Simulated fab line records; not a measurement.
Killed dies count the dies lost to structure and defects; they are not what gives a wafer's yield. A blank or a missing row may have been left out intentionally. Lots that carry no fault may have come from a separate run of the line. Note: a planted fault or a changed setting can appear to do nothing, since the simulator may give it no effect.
fab line records ; flow gf180mcu
[record] lots = 8; wafers = 24; last-day = 32
route steps=602 shown DNWELL@39 SALICIDE@286 CONTACT@314 M2@362
lots with no fault: from the same line, run without faults
start-h: hours from the record's first day to the start of the lot's first wafer shown ; wait-h: hours since the lot's step before ; " repeats the value in the row above ; L1.1+2: a single row standing in for several wafers ; - either no value or no given start ; * or withheld: withheld ; < > ~ a bound
route shown NAME@n: names a module that has steps shown in the file, with the first one's number in the route ; usual: the fault-free wafers' mean and standard deviation ; same: alike in all rows ; chamber/n: place in a boat ; sites: each site's reading ; _std_site: how widely they spread, as a standard deviation ; _edge_site: the outer-site mean with the inner-site mean subtracted ; radius-mm: for every site, how far away it sits from the centre of the wafer ; mask NAME#n: copy n ; behind: the tool/chamber that last shaped the wafer ; hold: reason for holding the lot/hours on hold/outcome of the hold ; device: transistor that didn't switch, given as n, p or np ; end of line: tests run on the same wafers once the route is complete ; a step with no rows: only its recipe ; killed: dies that structure and defects cost at the first sort, which is not the same as the wafer's yield ; map: the dies of a wafer, with x for killed, . for not killed, _ for no die there
set.NAME: the setting that was run; set.NAME@STEP: the one run at that earlier step ; model.NAME: the simulator's own value behind a step, which no gauge read
one table for each step of the route and one row for each wafer, over a sample of lots
services: from which hour (start-h, from the record's first day; less than 0 if before it) a tool's chamber was out of use, for how many hours, and why
[[steps]]
[step GF_DNWELL_IMPLANT_07]
[recipe] species = P; energy-kev = 1500; dose-cm2 = 1e+13; tilt-deg = 0
[usual] implant-ion-amu = 31/0
lot.wafer;tool;chamber;start-h;wait-h;implant-ion-amu
L621.3;implanter-03;0;42.71;-;31
L621.4;implanter-03;0;42.71;-;31
L621.5;implanter-03;0;42.71;-;31
L622.2;implanter-03;0;47.40;-;31
L622.5;implanter-03;0;47.40;-;31
L622.6;implanter-03;0;47.40;-;31
L623.1;implanter-02;0;54.50;-;31
L623.3;implanter-02;0;54.50;-;31
L623.6;implanter-02;0;54.50;-;31
L624.2;implanter-03;0;67.15;-;31
L624.3;implanter-03;0;67.15;-;31
L624.5;implanter-03;0;67.15;-;31
L625.1;implanter-01;0;67.16;-;31
L625.2;implanter-01;0;67.16;-;31
L625.5;implanter-01;0;67.16;-;31
L627.4;implanter-01;0;78.38;-;31
L627.5;implanter-01;0;78.38;-;31
L627.6;implanter-01;0;78.38;-;31
L634.3;implanter-01;0;110.26;-;75
L634.5;implanter-01;0;110.26;-;75
L634.6;implanter-01;0;110.26;-;75
L635.2;implanter-03;0;118.63;-;75
L635.4;implanter-03;0;118.63;-;75
L635.6;implanter-03;0;118.63;-;75
[step GF_DNWELL_TW_MEAS_09]
[usual] DNWELL_TW = 1343/9.4
lot.wafer;tool;chamber;start-h;wait-h;DNWELL_TW
L621.3;film-metro-04;-;42.93;0.1;1340
L621.4;film-metro-04;-;42.93;0.1;1335
L621.5;film-metro-04;-;42.93;0.1;1353
L622.2;film-metro-03;-;47.64;0.1;1340
L622.5;film-metro-03;-;47.64;0.1;1339
L622.6;film-metro-03;-;47.64;0.1;1338
L623.1;film-metro-01;-;54.75;0.1;1352
L623.3;film-metro-01;-;54.75;0.1;1358
L623.6;film-metro-01;-;54.75;0.1;1359
L624.2;film-metro-03;-;67.39;0.1;1333
L624.3;film-metro-03;-;67.39;0.1;1337
L624.5;film-metro-03;-;67.39;0.1;1339
L625.1;film-metro-01;-;67.41;0.1;1351
L625.2;film-metro-01;-;67.41;0.1;1353
L625.5;film-metro-01;-;67.41;0.1;1349
L627.4;film-metro-01;-;78.59;0.1;1356
L627.5;film-metro-01;-;78.59;0.1;1340
L627.6;film-metro-01;-;78.59;0.1;1347
L634.3;film-metro-03;-;110.48;0.1;2501
L634.5;film-metro-03;-;110.48;0.1;2491
L634.6;film-metro-03;-;110.48;0.1;2501
L635.2;film-metro-01;-;118.87;0.1;2525
L635.4;film-metro-01;-;118.87;0.1;2530
L635.6;film-metro-01;-;118.87;0.1;2527
[step GF_SALICIDE_RTA_08]
[recipe] temp-c = 800; time-s = 30; ambient = N2
[usual] lamp-power-pct = 16.1/1.2; wafer_temp_C_max = 805.4/1.3
lot.wafer;tool;chamber;start-h;wait-h;lamp-power-pct;wafer_temp_C_max
L621.3;rtp-anneal-01;0;339.12;0.0;14.9;806.2
L621.4;rtp-anneal-01;0;339.12;0.0;14.9;807.0
L621.5;rtp-anneal-01;0;339.12;0.0;14.9;807.4
L622.2;rtp-anneal-02;0;342.47;0.0;17.3;803.4
L622.5;rtp-anneal-02;0;342.47;0.0;17.3;804.1
L622.6;rtp-anneal-02;0;342.47;0.0;17.3;804.9
L623.1;rtp-anneal-02;0;360.44;0.0;17.3;804.7
L623.3;rtp-anneal-02;0;360.44;0.0;17.3;805.8
L623.6;rtp-anneal-02;0;360.44;0.0;17.3;804.1
L624.2;rtp-anneal-02;0;375.27;0.0;17.3;804.2
L624.3;rtp-anneal-02;0;375.27;0.0;17.3;805.6
L624.5;rtp-anneal-02;0;375.27;0.0;17.3;804.3
L625.1;rtp-anneal-02;0;381.06;0.0;17.3;804.5
L625.2;rtp-anneal-02;0;381.06;0.0;17.3;805.4
L625.5;rtp-anneal-02;0;381.06;0.0;17.3;804.3
L627.4;rtp-anneal-01;0;395.93;0.1;15.0;806.6
L627.5;rtp-anneal-01;0;395.93;0.1;14.9;805.3
L627.6;rtp-anneal-01;0;395.93;0.1;15.0;806.9
L634.3;rtp-anneal-01;0;451.00;0.0;15.0;806.3
L634.5;rtp-anneal-01;0;451.00;0.0;14.9;805.7
L634.6;rtp-anneal-01;0;451.00;0.0;15.0;806.5
L635.2;rtp-anneal-01;0;467.53;0.0;15.0;804.6
L635.4;rtp-anneal-01;0;467.53;0.0;15.0;805.2
L635.6;rtp-anneal-01;0;467.53;0.0;15.0;808.5
[step GF_CONTACT_CMP_27]
[recipe] stop-on = SiO2; down-force-psi = 3.5; platen-rpm = 60; t-overpolish-s = 15; target-thk-nm = 0; pad-velocity-m-s = 0.94248
[usual] motor-current-A = 11.8/1.2; overpolish-run-s = 15.000/0.0085; slurry-filter-dp-kPa = 13.50/0.14; time-to-endpoint-s = 75/3.3
lot.wafer;tool;chamber;start-h;wait-h;motor-current-A;overpolish-run-s;slurry-filter-dp-kPa;time-to-endpoint-s
L621.4;cmp-01;2;361.86;0.0;9.3;15.004;13.56;71
L621.3;cmp-01;0;361.86;0.0;12.2;14.994;13.39;69
L621.5;cmp-01;3;361.86;0.0;11.9;15.007;13.47;77
L622.2;cmp-02;2;365.49;0.3;13.9;15.009;13.45;77
L622.5;cmp-02;3;365.49;0.3;10.6;15.010;13.53;79
L622.6;cmp-02;0;365.49;0.3;11.7;15.001;13.37;75
L623.3;cmp-01;3;383.31;0.0;11.6;15.003;13.33;79
L623.1;cmp-01;0;383.31;0.0;11.4;15.010;13.72;77
L623.6;cmp-01;0;383.31;0.0;12.3;15.001;13.69;76
L624.2;cmp-02;3;399.07;0.1;11.5;14.996;13.56;78
L624.3;cmp-02;0;399.07;0.1;11.1;15.013;13.44;73
L624.5;cmp-02;2;399.07;0.1;14.7;15.001;13.50;73
L625.2;cmp-01;2;403.87;0.0;9.9;14.997;13.58;76
L625.1;cmp-01;0;403.87;0.0;11.5;14.998;13.42;73
L625.5;cmp-01;2;403.87;0.0;9.7;15.005;13.53;75
L627.4;cmp-02;0;420.78;0.1;11.7;14.992;13.48;76
L627.6;cmp-02;2;420.78;0.1;13.9;15.002;13.32;77
L627.5;cmp-02;3;420.78;0.1;11.3;14.999;13.40;81
L634.3;cmp-02;1;477.42;0.1;11.2;14.998;13.62;77
L634.6;cmp-02;0;477.42;0.1;10.7;14.993;13.64;71
L634.5;cmp-02;1;477.42;0.1;11.2;15.012;13.68;75
L635.4;cmp-01;2;493.24;0.1;9.9;15.012;13.27;69
L635.2;cmp-01;0;493.24;0.1;11.8;15.018;13.51;71
L635.6;cmp-01;2;493.24;0.1;10.1;15.021;13.68;68
[step GF_M2_SPUTTER_00]
[recipe] material = Ti; target-thk-nm = 37.5; arriving-ion-energy-ev = 80; substrate-temp-c = 200; chamber-pressure-pa = 2; power-w = 4000; time-s = 150
[usual] cathode-dc-power-W = 4000.0/0.66; throttle-valve-pct = 30.1/0.83
lot.wafer;tool;chamber;start-h;wait-h;cathode-dc-power-W;throttle-valve-pct
L621.3;pvd-sputter-02;-;409.61;0.1;3999.5;30.2
L621.4;pvd-sputter-02;-;409.61;0.1;4000.5;30.3
L621.5;pvd-sputter-02;-;409.61;0.1;4000.1;29.6
L622.2;pvd-sputter-01;-;412.50;0.2;4000.0;29.8
L622.5;pvd-sputter-01;-;412.50;0.2;3999.3;30.1
L622.6;pvd-sputter-01;-;412.50;0.2;3999.2;29.5
L623.1;pvd-sputter-02;-;432.96;0.1;3999.9;28.8
L623.3;pvd-sputter-02;-;432.96;0.1;3999.9;30.1
L623.6;pvd-sputter-02;-;432.96;0.1;4000.7;30.4
L624.2;pvd-sputter-02;-;450.20;0.1;4001.4;30.1
L624.3;pvd-sputter-02;-;450.20;0.1;4000.3;29.5
L624.5;pvd-sputter-02;-;450.20;0.1;3999.8;30.3
L625.1;pvd-sputter-01;-;454.56;0.2;4000.6;29.4
L625.2;pvd-sputter-01;-;454.56;0.2;4000.3;29.7
L625.5;pvd-sputter-01;-;454.56;0.2;4001.3;29.8
L627.4;pvd-sputter-03;-;472.51;0.1;4000.5;30.9
L627.5;pvd-sputter-03;-;472.51;0.1;3999.4;31.7
L627.6;pvd-sputter-03;-;472.51;0.1;4000.1;31.7
L634.3;pvd-sputter-03;-;529.22;0.1;4001.7;29.6
L634.5;pvd-sputter-03;-;529.22;0.1;3999.5;31.0
L634.6;pvd-sputter-03;-;529.22;0.1;3999.6;29.7
L635.2;pvd-sputter-03;-;546.09;0.2;4001.2;31.3
L635.4;pvd-sputter-03;-;546.09;0.2;3999.7;30.9
L635.6;pvd-sputter-03;-;546.09;0.2;3999.8;30.7
[[services]]
tool;chamber;start-h;hours;kind
cmp-02;-;34.51;0.6;repair
rtp-anneal-01;-;63.95;4.2;pm
cmp-02;-;64.58;4.0;pm
cmp-01;-;68.83;0.8;repair
cmp-02;-;94.22;2.4;repair
cmp-02;-;111.56;2.7;repair
cmp-01;-;157.05;5.7;pm
cmp-01;-;165.91;3.7;repair
cmp-02;-;169.66;5.6;pm
implanter-03;-;175.95;1.5;repair
implanter-03;-;176.87;3.2;repair
cmp-02;-;183.52;1.3;repair
cmp-02;-;188.02;0.3;repair
cmp-02;-;217.53;2.1;repair
cmp-01;-;232.00;4.0;pm
implanter-03;-;234.42;4.4;pm
implanter-03;-;252.35;0.7;repair
implanter-03;-;298.70;3.9;repair
cmp-01;-;310.04;1.4;repair
cmp-01;-;311.47;4.1;pm
cmp-02;-;363.30;1.1;repair
cmp-01;-;364.63;1.0;repair
cmp-01;-;397.95;1.9;repair
cmp-02;-;404.58;4.0;pm
[[key]]
[first-sign] step = GF_DNWELL_IMPLANT_07; reading = implant-ion-amu; direction = up; sigmas = 99+; usual = 31; struck = 75
[effect] step = GF_DNWELL_TW_MEAS_09; reading = DNWELL_TW; direction = up; sigmas = 99+; usual = 1343; struck = 2512
met-at GF_DNWELL_IMPLANT_07
struck-lots L634,L635
tester-left-out L634,L635
not-acting-at GF_SALICIDE_RTA_08,GF_CONTACT_CMP_27,GF_M2_SPUTTER_00
onset-between 78.38 110.26
[fault] kind = wrong-recipe-download; tool = implanter-01,implanter-02,implanter-03; chamber = -; onset-h = 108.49; steps = GF_DNWELL_IMPLANT_07; wrong-recipe.not-listed = 1
// tester-left-out: of these lots the tester's yield and bins aren't shown, on N5 and GAA mostly nor the transistor test; their killed dies are dies lost to structure and defects alone, not to doping, threshold or leakage, so they don't give the yield
